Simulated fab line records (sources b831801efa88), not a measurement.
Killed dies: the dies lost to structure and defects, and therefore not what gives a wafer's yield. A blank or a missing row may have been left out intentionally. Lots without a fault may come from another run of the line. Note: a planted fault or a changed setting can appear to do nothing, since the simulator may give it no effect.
Which of the tools did it? :: flow sky130 :: 6 lots (18 wafers sampled), 1 step of a 708-step route

WHAT THE GAUGES READ, wafer by wafer
SKY_POLY_GATE_OVL_MEAS_14.
lot: L618
measured: day 18 00:31
on: overlay-02
POLY_GATE_OVL (nm): -5 4 3

lot: L621
measured: day 19 07:03
on: overlay-01
POLY_GATE_OVL (nm): 4 9 -4

lot: L626
measured: day 22 08:02
on: overlay-01
POLY_GATE_OVL (nm): 4 -1 9

lot: L629
measured: day 23 00:07
on: overlay-01
POLY_GATE_OVL (nm): 3 10 8

lot: L632
measured: day 23 14:41
on: overlay-02
POLY_GATE_OVL (nm): 8 0 3

lot: L636
measured: day 24 17:58
on: overlay-02
POLY_GATE_OVL (nm): -3 2 7

TOOL THAT RAN EACH LOT (tool first, then ch and the chambers of the sampled wafers, then the start)
There is no process step in the record ahead of these readings.

THE ANSWER, worked out from the rows above alone
Rule: what is usual is taken from the lots themselves. The widest of any qualifying gaps counts: lots, ordered by their means at a reading, are off when they make up no more than a third of the lots, leave a main group of 4 or more, and stand apart from it by 3 or more times the standard deviation of that group's means. A main group is skipped when, at the precision printed for the reading in the tables above, its means are all equal. Also off: a lot with no number at a reading for which 4 or more lots have one. All remaining lots with rows at the step are treated as sound.
Across all readings shown, no lot is off: no conclusion can be drawn from this.

WHAT THE SIMULATOR PUT IN
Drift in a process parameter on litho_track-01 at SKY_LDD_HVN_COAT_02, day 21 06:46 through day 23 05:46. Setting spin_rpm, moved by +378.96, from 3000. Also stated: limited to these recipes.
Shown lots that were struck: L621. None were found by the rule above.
